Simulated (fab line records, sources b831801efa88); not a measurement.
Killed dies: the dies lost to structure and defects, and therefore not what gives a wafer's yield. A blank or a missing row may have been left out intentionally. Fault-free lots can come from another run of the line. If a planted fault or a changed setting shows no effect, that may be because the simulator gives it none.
fab line records / flow sky130 / part 2 of 2: steps 23 to 32 of 32
record: lots: 5 wafers: 15 lastDay: 50
route steps=708 shown NWELL@67 PWDE@84 VT_ADJUST_HVTP@85 VT_ADJUST_LVTN@97
lots with no fault: from the same line, run without faults
startH: the number of hours between the record's first day and the start of the first shown wafer of the lot / waitH: time in hours since the lot's previous step / " the same as in the row above / L1.1+2: a row that stands for several wafers / - either no value or no given start / * or withheld: withheld / < > ~ a bound
route shown NAME@n: names a module that has steps shown in the file, with the first one's number in the route / usual: mean and standard deviation over wafers with no fault / same: alike in all rows / chamber/n: place in a boat / sites: each site's reading / _std_site: the values' standard deviation / _edge_site: inner sites' mean taken away from outer sites' mean / radiusMm: for every site, how far away it sits from the centre of the wafer / mask NAME#n: copy n / behind: tool/chamber where the wafer was last shaped / hold: what put the lot on hold/how long, in hours/how the hold closed / device: the n, p or np transistor that did not switch / end of line: tests run on the same wafers once the route is complete / a step given without rows: its recipe and nothing more / killed: not the wafer's yield, but the dies lost to structure and defects at the first sort / map: a wafer's dies, x killed, . not, _ none there
set.NAME: the setting as run; set.NAME@STEP: as run at that earlier step / model.NAME: the simulator's own value behind a step, which no gauge read
lots at some steps of the route; a table a step, a row a wafer
services: a tool's chamber out of use, with start hour (startH, from the record's first day; less than 0 if before it), hours out, and reason
== steps ==
step: SKY_VT_ADJUST_HVTP_PEB_05
recipe: tempC: withheld timeS: * resist: NOVOLAK
usual: exhaustPa: 44.8/0.83
lot.wafer=L078.1 tool=lithoTrack-01 chamber=0 startH=- waitH=- exhaustPa=44.6
lot.wafer=L078.4 tool=lithoTrack-01 chamber=0 startH=- waitH=- exhaustPa=44.7
lot.wafer=L078.6 tool=lithoTrack-01 chamber=0 startH=- waitH=- exhaustPa=45.0
lot.wafer=L081.1 tool=lithoTrack-03 chamber=0 startH=- waitH=- exhaustPa=44.4
lot.wafer=L081.2 tool=lithoTrack-03 chamber=0 startH=- waitH=- exhaustPa=44.5
lot.wafer=L081.3 tool=lithoTrack-03 chamber=0 startH=- waitH=- exhaustPa=43.5
lot.wafer=L084.1 tool=lithoTrack-01 chamber=0 startH=- waitH=- exhaustPa=44.7
lot.wafer=L084.3 tool=lithoTrack-01 chamber=0 startH=- waitH=- exhaustPa=44.7
lot.wafer=L084.5 tool=lithoTrack-01 chamber=0 startH=- waitH=- exhaustPa=44.8
lot.wafer=L085.1 tool=lithoTrack-04 chamber=0 startH=- waitH=- exhaustPa=45.6
lot.wafer=L085.2 tool=lithoTrack-04 chamber=0 startH=- waitH=- exhaustPa=46.4
lot.wafer=L085.5 tool=lithoTrack-04 chamber=0 startH=- waitH=- exhaustPa=44.9
lot.wafer=L096.3 tool=lithoTrack-01 chamber=0 startH=- waitH=- exhaustPa=44.3
lot.wafer=L096.5 tool=lithoTrack-01 chamber=0 startH=- waitH=- exhaustPa=45.8
lot.wafer=L096.6 tool=lithoTrack-01 chamber=0 startH=- waitH=- exhaustPa=44.9
step: SKY_VT_ADJUST_HVTP_DEVELOP_06
recipe: resist: NOVOLAK developer: TMAH developTimeS: 60 devTempC: 23
usual: exhaustPa: 45.1/0.94
lot.wafer=L078.1 tool=lithoTrack-01 chamber=0 startH=148.37 waitH=0.1 exhaustPa=44.8
lot.wafer=L078.4 tool=lithoTrack-01 chamber=0 startH=148.37 waitH=0.1 exhaustPa=44.7
lot.wafer=L078.6 tool=lithoTrack-01 chamber=0 startH=148.37 waitH=0.1 exhaustPa=46.0
lot.wafer=L081.1 tool=lithoTrack-03 chamber=0 startH=168.22 waitH=0.1 exhaustPa=47.2
lot.wafer=L081.2 tool=lithoTrack-03 chamber=0 startH=168.22 waitH=0.1 exhaustPa=45.3
lot.wafer=L081.3 tool=lithoTrack-03 chamber=0 startH=168.22 waitH=0.1 exhaustPa=45.8
lot.wafer=L084.1 tool=lithoTrack-01 chamber=0 startH=183.62 waitH=0.1 exhaustPa=44.0
lot.wafer=L084.3 tool=lithoTrack-01 chamber=0 startH=183.62 waitH=0.1 exhaustPa=45.2
lot.wafer=L084.5 tool=lithoTrack-01 chamber=0 startH=183.62 waitH=0.1 exhaustPa=44.5
lot.wafer=L085.1 tool=lithoTrack-04 chamber=0 startH=192.08 waitH=0.1 exhaustPa=45.6
lot.wafer=L085.2 tool=lithoTrack-04 chamber=0 startH=192.08 waitH=0.1 exhaustPa=45.5
lot.wafer=L085.5 tool=lithoTrack-04 chamber=0 startH=192.08 waitH=0.1 exhaustPa=45.4
lot.wafer=L096.3 tool=lithoTrack-01 chamber=0 startH=266.61 waitH=0.1 exhaustPa=44.9
lot.wafer=L096.5 tool=lithoTrack-01 chamber=0 startH=266.61 waitH=0.1 exhaustPa=43.6
lot.wafer=L096.6 tool=lithoTrack-01 chamber=0 startH=266.61 waitH=0.1 exhaustPa=43.7
step: SKY_VT_ADJUST_HVTP_CD_MEAS_07
recipe: targetCdNm: 380
usual: cdNm: 378.8/2.7
lot.wafer=L078.1 tool=cdSem-02 chamber=- startH=148.52 waitH=0.1 cdNm=378.2
lot.wafer=L078.4 tool=cdSem-02 chamber=- startH=148.52 waitH=0.1 cdNm=375.4
lot.wafer=L078.6 tool=cdSem-02 chamber=- startH=148.52 waitH=0.1 cdNm=376.8
lot.wafer=L081.1 tool=cdSem-02 chamber=- startH=168.41 waitH=0.2 cdNm=383.4
lot.wafer=L081.2 tool=cdSem-02 chamber=- startH=168.41 waitH=0.2 cdNm=381.5
lot.wafer=L081.3 tool=cdSem-02 chamber=- startH=168.41 waitH=0.2 cdNm=382.6
lot.wafer=L084.1 tool=cdSem-01 chamber=- startH=183.77 waitH=0.1 cdNm=377.6
lot.wafer=L084.3 tool=cdSem-01 chamber=- startH=183.77 waitH=0.1 cdNm=378.2
lot.wafer=L084.5 tool=cdSem-01 chamber=- startH=183.77 waitH=0.1 cdNm=377.3
lot.wafer=L085.1 tool=cdSem-02 chamber=- startH=192.23 waitH=0.1 cdNm=377.1
lot.wafer=L085.2 tool=cdSem-02 chamber=- startH=192.23 waitH=0.1 cdNm=376.1
lot.wafer=L085.5 tool=cdSem-02 chamber=- startH=192.23 waitH=0.1 cdNm=376.9
lot.wafer=L096.3 tool=cdSem-01 chamber=- startH=266.75 waitH=0.1 cdNm=376.9
lot.wafer=L096.5 tool=cdSem-01 chamber=- startH=266.75 waitH=0.1 cdNm=374.4
lot.wafer=L096.6 tool=cdSem-01 chamber=- startH=266.75 waitH=0.1 cdNm=376.0
step: SKY_VT_ADJUST_HVTP_OVL_MEAS_08
usual: VT_ADJUST_HVTP_OVL: 0.6/1.6
lot.wafer=L078.1 tool=overlay-01 chamber=- startH=148.64 waitH=0.1 VT_ADJUST_HVTP_OVL[nm]=-0.4
lot.wafer=L078.4 tool=overlay-01 chamber=- startH=148.64 waitH=0.1 VT_ADJUST_HVTP_OVL[nm]=-1.7
lot.wafer=L078.6 tool=overlay-01 chamber=- startH=148.64 waitH=0.1 VT_ADJUST_HVTP_OVL[nm]=-0.8
lot.wafer=L081.1 tool=overlay-02 chamber=- startH=168.53 waitH=0.1 VT_ADJUST_HVTP_OVL[nm]=1.4
lot.wafer=L081.2 tool=overlay-02 chamber=- startH=168.53 waitH=0.1 VT_ADJUST_HVTP_OVL[nm]=1.4
lot.wafer=L081.3 tool=overlay-02 chamber=- startH=168.53 waitH=0.1 VT_ADJUST_HVTP_OVL[nm]=1.5
lot.wafer=L084.1 tool=overlay-01 chamber=- startH=183.89 waitH=0.1 VT_ADJUST_HVTP_OVL[nm]=-2.3
lot.wafer=L084.3 tool=overlay-01 chamber=- startH=183.89 waitH=0.1 VT_ADJUST_HVTP_OVL[nm]=0.5
lot.wafer=L084.5 tool=overlay-01 chamber=- startH=183.89 waitH=0.1 VT_ADJUST_HVTP_OVL[nm]=-3.4
lot.wafer=L085.1 tool=overlay-01 chamber=- startH=192.35 waitH=0.1 VT_ADJUST_HVTP_OVL[nm]=-1.2
lot.wafer=L085.2 tool=overlay-01 chamber=- startH=192.35 waitH=0.1 VT_ADJUST_HVTP_OVL[nm]=1.0
lot.wafer=L085.5 tool=overlay-01 chamber=- startH=192.35 waitH=0.1 VT_ADJUST_HVTP_OVL[nm]=-1.0
lot.wafer=L096.3 tool=overlay-02 chamber=- startH=266.85 waitH=0.1 VT_ADJUST_HVTP_OVL[nm]=-1.1
lot.wafer=L096.5 tool=overlay-02 chamber=- startH=266.85 waitH=0.1 VT_ADJUST_HVTP_OVL[nm]=-0.5
lot.wafer=L096.6 tool=overlay-02 chamber=- startH=266.85 waitH=0.1 VT_ADJUST_HVTP_OVL[nm]=-0.4
step: SKY_VT_ADJUST_HVTP_IMPLANT_09
recipe: species: As energyKev: 150 doseCm2: 4.3e+12 tiltDeg: withheld
lot.wafer=L078.1+4+6 tool=implanter-04 chamber=0 startH=148.72 waitH=0.1
lot.wafer=L081.1+2+3 tool=implanter-02 chamber=0 startH=168.70 waitH=0.2
lot.wafer=L084.1+3+5 tool=implanter-02 chamber=0 startH=183.92 waitH=0.0
lot.wafer=L085.1+2+5 tool=implanter-04 chamber=0 startH=192.39 waitH=0.0
lot.wafer=L096.3+5+6 tool=implanter-02 chamber=0 startH=266.92 waitH=0.1
step: SKY_VT_ADJUST_HVTP_STRIP_10
recipe: chemistry: O2/N2 powerW: 1400 pressureMtorr: 1500 platenTempC: withheld o2FlowSccm: 3000 n2FlowSccm: 300 overashFraction: 0.5
usual: drypumpMotorCurrentA: 5.8/0.35 n2FlowSccm: 299.9/0.93 oesProductAu: 0.715/0.0046 stripTimeToEndpointS: 14.18/0.043
lot.wafer=L078.1 tool=plasmaAsher-03 chamber=1 startH=148.87 waitH=0.1 drypumpMotorCurrentA=5.8 n2FlowSccm=298.1 oesProductAu=0.714 rfHoursCounterH=3 stripTimeToEndpointS=14.12
lot.wafer=L078.4 tool=plasmaAsher-03 chamber=0 startH=148.87 waitH=0.1 drypumpMotorCurrentA=6.2 n2FlowSccm=299.6 oesProductAu=0.716 rfHoursCounterH=- stripTimeToEndpointS=14.13
lot.wafer=L078.6 tool=plasmaAsher-03 chamber=1 startH=148.87 waitH=0.1 drypumpMotorCurrentA=5.8 n2FlowSccm=299.0 oesProductAu=0.719 rfHoursCounterH=- stripTimeToEndpointS=14.19
lot.wafer=L081.1 tool=plasmaAsher-03 chamber=0 startH=168.85 waitH=0.1 drypumpMotorCurrentA=6.2 n2FlowSccm=300.7 oesProductAu=0.718 rfHoursCounterH=5 stripTimeToEndpointS=14.23
lot.wafer=L081.2 tool=plasmaAsher-03 chamber=1 startH=168.85 waitH=0.1 drypumpMotorCurrentA=5.8 n2FlowSccm=300.9 oesProductAu=0.712 rfHoursCounterH=5 stripTimeToEndpointS=14.22
lot.wafer=L081.3 tool=plasmaAsher-03 chamber=0 startH=168.85 waitH=0.1 drypumpMotorCurrentA=6.2 n2FlowSccm=300.6 oesProductAu=0.718 rfHoursCounterH=- stripTimeToEndpointS=14.22
lot.wafer=L084.1 tool=plasmaAsher-02 chamber=0 startH=184.07 waitH=0.1 drypumpMotorCurrentA=6.6 n2FlowSccm=299.0 oesProductAu=0.717 rfHoursCounterH=39 stripTimeToEndpointS=14.15
lot.wafer=L084.3 tool=plasmaAsher-02 chamber=1 startH=184.07 waitH=0.1 drypumpMotorCurrentA=5.1 n2FlowSccm=299.9 oesProductAu=0.711 rfHoursCounterH=- stripTimeToEndpointS=14.16
lot.wafer=L084.5 tool=plasmaAsher-02 chamber=0 startH=184.07 waitH=0.1 drypumpMotorCurrentA=6.7 n2FlowSccm=298.6 oesProductAu=0.715 rfHoursCounterH=- stripTimeToEndpointS=14.16
lot.wafer=L085.1 tool=plasmaAsher-02 chamber=0 startH=192.54 waitH=0.1 drypumpMotorCurrentA=6.6 n2FlowSccm=300.5 oesProductAu=0.716 rfHoursCounterH=40 stripTimeToEndpointS=14.19
lot.wafer=L085.2 tool=plasmaAsher-02 chamber=1 startH=192.54 waitH=0.1 drypumpMotorCurrentA=5.1 n2FlowSccm=300.6 oesProductAu=0.722 rfHoursCounterH=40 stripTimeToEndpointS=14.18
lot.wafer=L085.5 tool=plasmaAsher-02 chamber=1 startH=192.54 waitH=0.1 drypumpMotorCurrentA=5.1 n2FlowSccm=299.0 oesProductAu=0.715 rfHoursCounterH=- stripTimeToEndpointS=14.14
lot.wafer=L096.3 tool=plasmaAsher-03 chamber=0 startH=267.05 waitH=0.1 drypumpMotorCurrentA=6.2 n2FlowSccm=300.3 oesProductAu=0.724 rfHoursCounterH=- stripTimeToEndpointS=14.17
lot.wafer=L096.5 tool=plasmaAsher-03 chamber=1 startH=267.05 waitH=0.1 drypumpMotorCurrentA=5.8 n2FlowSccm=298.5 oesProductAu=0.712 rfHoursCounterH=- stripTimeToEndpointS=14.21
lot.wafer=L096.6 tool=plasmaAsher-03 chamber=0 startH=267.05 waitH=0.1 drypumpMotorCurrentA=6.2 n2FlowSccm=300.1 oesProductAu=0.713 rfHoursCounterH=- stripTimeToEndpointS=14.22
step: SKY_VT_ADJUST_HVTP_TW_MEAS_11
usual: VT_ADJUST_HVTP_TW: 1356/22
lot.wafer=L078.1 tool=filmMetro-04 chamber=- startH=148.97 waitH=0.1 VT_ADJUST_HVTP_TW=1392
lot.wafer=L078.4 tool=filmMetro-04 chamber=- startH=148.97 waitH=0.1 VT_ADJUST_HVTP_TW=1377
lot.wafer=L078.6 tool=filmMetro-04 chamber=- startH=148.97 waitH=0.1 VT_ADJUST_HVTP_TW=1388
lot.wafer=L081.1 tool=filmMetro-04 chamber=- startH=168.95 waitH=0.1 VT_ADJUST_HVTP_TW=1385
lot.wafer=L081.2 tool=filmMetro-04 chamber=- startH=168.95 waitH=0.1 VT_ADJUST_HVTP_TW=1382
lot.wafer=L081.3 tool=filmMetro-04 chamber=- startH=168.95 waitH=0.1 VT_ADJUST_HVTP_TW=1380
lot.wafer=L084.1 tool=filmMetro-01 chamber=- startH=184.17 waitH=0.1 VT_ADJUST_HVTP_TW=1350
lot.wafer=L084.3 tool=filmMetro-01 chamber=- startH=184.17 waitH=0.1 VT_ADJUST_HVTP_TW=1361
lot.wafer=L084.5 tool=filmMetro-01 chamber=- startH=184.17 waitH=0.1 VT_ADJUST_HVTP_TW=1355
lot.wafer=L085.1 tool=filmMetro-02 chamber=- startH=192.64 waitH=0.1 VT_ADJUST_HVTP_TW=1331
lot.wafer=L085.2 tool=filmMetro-02 chamber=- startH=192.64 waitH=0.1 VT_ADJUST_HVTP_TW=1340
lot.wafer=L085.5 tool=filmMetro-02 chamber=- startH=192.64 waitH=0.1 VT_ADJUST_HVTP_TW=1327
lot.wafer=L096.3 tool=filmMetro-02 chamber=- startH=267.14 waitH=0.1 VT_ADJUST_HVTP_TW=1337
lot.wafer=L096.5 tool=filmMetro-02 chamber=- startH=267.14 waitH=0.1 VT_ADJUST_HVTP_TW=1338
lot.wafer=L096.6 tool=filmMetro-02 chamber=- startH=267.14 waitH=0.1 VT_ADJUST_HVTP_TW=1330
step: SKY_VT_ADJUST_LVTN_DEHYDRATE_00
recipe: tempC: 200 timeS: 60
usual: exhaustPa: 45.0/0.8 heaterPowerTotalW: 160.40/0.12 plateTempC: 199.97/0.15
lot.wafer=L078.1 tool=lithoTrack-02 chamber=0 startH=158.64 waitH=9.7 exhaustPa=46.1 heaterPowerTotalW=160.42 plateTempC=200.25
lot.wafer=L078.4 tool=lithoTrack-02 chamber=0 startH=158.64 waitH=9.7 exhaustPa=45.9 heaterPowerTotalW=160.44 plateTempC=200.15
lot.wafer=L078.6 tool=lithoTrack-02 chamber=0 startH=158.64 waitH=9.7 exhaustPa=44.9 heaterPowerTotalW=160.47 plateTempC=200.13
lot.wafer=L081.1 tool=lithoTrack-02 chamber=0 startH=178.59 waitH=9.6 exhaustPa=43.4 heaterPowerTotalW=160.39 plateTempC=199.78
lot.wafer=L081.2 tool=lithoTrack-02 chamber=0 startH=178.59 waitH=9.6 exhaustPa=44.2 heaterPowerTotalW=160.54 plateTempC=199.75
lot.wafer=L081.3 tool=lithoTrack-02 chamber=0 startH=178.59 waitH=9.6 exhaustPa=45.5 heaterPowerTotalW=160.40 plateTempC=199.80
lot.wafer=L084.1 tool=lithoTrack-01 chamber=0 startH=193.67 waitH=9.5 exhaustPa=45.1 heaterPowerTotalW=160.49 plateTempC=199.88
lot.wafer=L084.3 tool=lithoTrack-01 chamber=0 startH=193.67 waitH=9.5 exhaustPa=46.0 heaterPowerTotalW=160.53 plateTempC=200.08
lot.wafer=L084.5 tool=lithoTrack-01 chamber=0 startH=193.67 waitH=9.5 exhaustPa=44.1 heaterPowerTotalW=160.25 plateTempC=199.95
lot.wafer=L085.1 tool=lithoTrack-04 chamber=0 startH=203.58 waitH=10.9 exhaustPa=44.5 heaterPowerTotalW=160.49 plateTempC=199.85
lot.wafer=L085.2 tool=lithoTrack-04 chamber=0 startH=203.58 waitH=10.9 exhaustPa=43.5 heaterPowerTotalW=160.34 plateTempC=200.01
lot.wafer=L085.5 tool=lithoTrack-04 chamber=0 startH=203.58 waitH=10.9 exhaustPa=43.8 heaterPowerTotalW=160.16 plateTempC=199.78
lot.wafer=L096.3 tool=lithoTrack-01 chamber=0 startH=278.51 waitH=11.4 exhaustPa=46.0 heaterPowerTotalW=160.50 plateTempC=199.73
lot.wafer=L096.5 tool=lithoTrack-01 chamber=0 startH=278.51 waitH=11.4 exhaustPa=46.2 heaterPowerTotalW=160.37 plateTempC=199.81
lot.wafer=L096.6 tool=lithoTrack-01 chamber=0 startH=278.51 waitH=11.4 exhaustPa=45.6 heaterPowerTotalW=160.45 plateTempC=199.86
step: SKY_VT_ADJUST_LVTN_HMDS_01
recipe: primeTimeS: 60 primeTempC: 120
usual: exhaustPa: 45.1/0.82
lot.wafer=L078.1 tool=lithoTrack-02 chamber=0 startH=158.79 waitH=0.1 exhaustPa=45.9
lot.wafer=L078.4 tool=lithoTrack-02 chamber=0 startH=158.79 waitH=0.1 exhaustPa=44.2
lot.wafer=L078.6 tool=lithoTrack-02 chamber=0 startH=158.79 waitH=0.1 exhaustPa=45.8
lot.wafer=L081.1 tool=lithoTrack-02 chamber=0 startH=178.74 waitH=0.1 exhaustPa=44.3
lot.wafer=L081.2 tool=lithoTrack-02 chamber=0 startH=178.74 waitH=0.1 exhaustPa=44.1
lot.wafer=L081.3 tool=lithoTrack-02 chamber=0 startH=178.74 waitH=0.1 exhaustPa=43.8
lot.wafer=L084.1 tool=lithoTrack-01 chamber=0 startH=193.82 waitH=0.1 exhaustPa=44.7
lot.wafer=L084.3 tool=lithoTrack-01 chamber=0 startH=193.82 waitH=0.1 exhaustPa=45.2
lot.wafer=L084.5 tool=lithoTrack-01 chamber=0 startH=193.82 waitH=0.1 exhaustPa=43.1
lot.wafer=L085.1 tool=lithoTrack-04 chamber=0 startH=203.73 waitH=0.1 exhaustPa=45.3
lot.wafer=L085.2 tool=lithoTrack-04 chamber=0 startH=203.73 waitH=0.1 exhaustPa=45.8
lot.wafer=L085.5 tool=lithoTrack-04 chamber=0 startH=203.73 waitH=0.1 exhaustPa=44.1
lot.wafer=L096.3 tool=lithoTrack-01 chamber=0 startH=278.66 waitH=0.1 exhaustPa=44.2
lot.wafer=L096.5 tool=lithoTrack-01 chamber=0 startH=278.66 waitH=0.1 exhaustPa=44.4
lot.wafer=L096.6 tool=lithoTrack-01 chamber=0 startH=278.66 waitH=0.1 exhaustPa=44.3
step: SKY_VT_ADJUST_LVTN_COAT_02
recipe: spinRpm: 2000 resistThkNm: 3000
usual: exhaustPa: 44.9/0.89
lot.wafer=L078.1 tool=lithoTrack-02 chamber=0 startH=158.94 waitH=0.1 exhaustPa=44.2
lot.wafer=L078.4 tool=lithoTrack-02 chamber=0 startH=158.94 waitH=0.1 exhaustPa=45.0
lot.wafer=L078.6 tool=lithoTrack-02 chamber=0 startH=158.94 waitH=0.1 exhaustPa=44.2
lot.wafer=L081.1 tool=lithoTrack-02 chamber=0 startH=178.89 waitH=0.1 exhaustPa=43.7
lot.wafer=L081.2 tool=lithoTrack-02 chamber=0 startH=178.89 waitH=0.1 exhaustPa=44.2
lot.wafer=L081.3 tool=lithoTrack-02 chamber=0 startH=178.89 waitH=0.1 exhaustPa=45.0
lot.wafer=L084.1 tool=lithoTrack-01 chamber=0 startH=193.97 waitH=0.1 exhaustPa=44.9
lot.wafer=L084.3 tool=lithoTrack-01 chamber=0 startH=193.97 waitH=0.1 exhaustPa=45.6
lot.wafer=L084.5 tool=lithoTrack-01 chamber=0 startH=193.97 waitH=0.1 exhaustPa=44.9
lot.wafer=L085.1 tool=lithoTrack-04 chamber=0 startH=203.88 waitH=0.1 exhaustPa=45.7
lot.wafer=L085.2 tool=lithoTrack-04 chamber=0 startH=203.88 waitH=0.1 exhaustPa=44.6
lot.wafer=L085.5 tool=lithoTrack-04 chamber=0 startH=203.88 waitH=0.1 exhaustPa=43.8
lot.wafer=L096.3 tool=lithoTrack-01 chamber=0 startH=278.81 waitH=0.1 exhaustPa=44.7
lot.wafer=L096.5 tool=lithoTrack-01 chamber=0 startH=278.81 waitH=0.1 exhaustPa=44.0
lot.wafer=L096.6 tool=lithoTrack-01 chamber=0 startH=278.81 waitH=0.1 exhaustPa=45.0
== services ==
tool=plasmaAsher-03 chamber=- startH=108.75 hours=9.0 kind=pm
tool=plasmaAsher-03 chamber=0 startH=108.75 hours=9.0 kind=ventCycle
tool=plasmaAsher-03 chamber=1 startH=108.75 hours=9.0 kind=ventCycle
tool=implanter-03 chamber=- startH=130.11 hours=0.5 kind=repair
tool=implanter-01 chamber=- startH=140.84 hours=74.8 kind=pm
tool=ilineStepper-02 chamber=- startH=150.42 hours=4.4 kind=pm
tool=ilineStepper-01 chamber=- startH=165.56 hours=1.7 kind=pm
tool=ilineStepper-01 chamber=- startH=176.50 hours=2.1 kind=pm
tool=ilineStepper-02 chamber=- startH=178.65 hours=1.7 kind=pm
tool=plasmaAsher-03 chamber=- startH=181.77 hours=3.6 kind=repair
tool=wetBench-01 chamber=- startH=186.54 hours=4.1 kind=repair
tool=wetBench-01 chamber=- startH=190.67 hours=4.4 kind=pm
tool=implanter-04 chamber=- startH=192.96 hours=4.8 kind=pm
tool=implanter-02 chamber=- startH=196.55 hours=1.2 kind=repair
tool=plasmaAsher-01 chamber=- startH=205.88 hours=26.2 kind=repair
tool=ilineStepper-02 chamber=- startH=213.19 hours=25.7 kind=repair
tool=implanter-01 chamber=- startH=215.69 hours=4.6 kind=pm
tool=implanter-04 chamber=- startH=221.32 hours=6.5 kind=pm
tool=plasmaAsher-02 chamber=- startH=230.34 hours=2.8 kind=pm
tool=rtpAnneal-01 chamber=- startH=238.87 hours=1.0 kind=pm
tool=ilineStepper-02 chamber=0 startH=259.01 hours=- kind=calibration
tool=ilineStepper-02 chamber=- startH=259.69 hours=2.1 kind=pm
tool=ilineStepper-02 chamber=- startH=261.78 hours=- kind=consumableReplace:lamp
tool=ilineStepper-02 chamber=- startH=264.62 hours=2.7 kind=repair
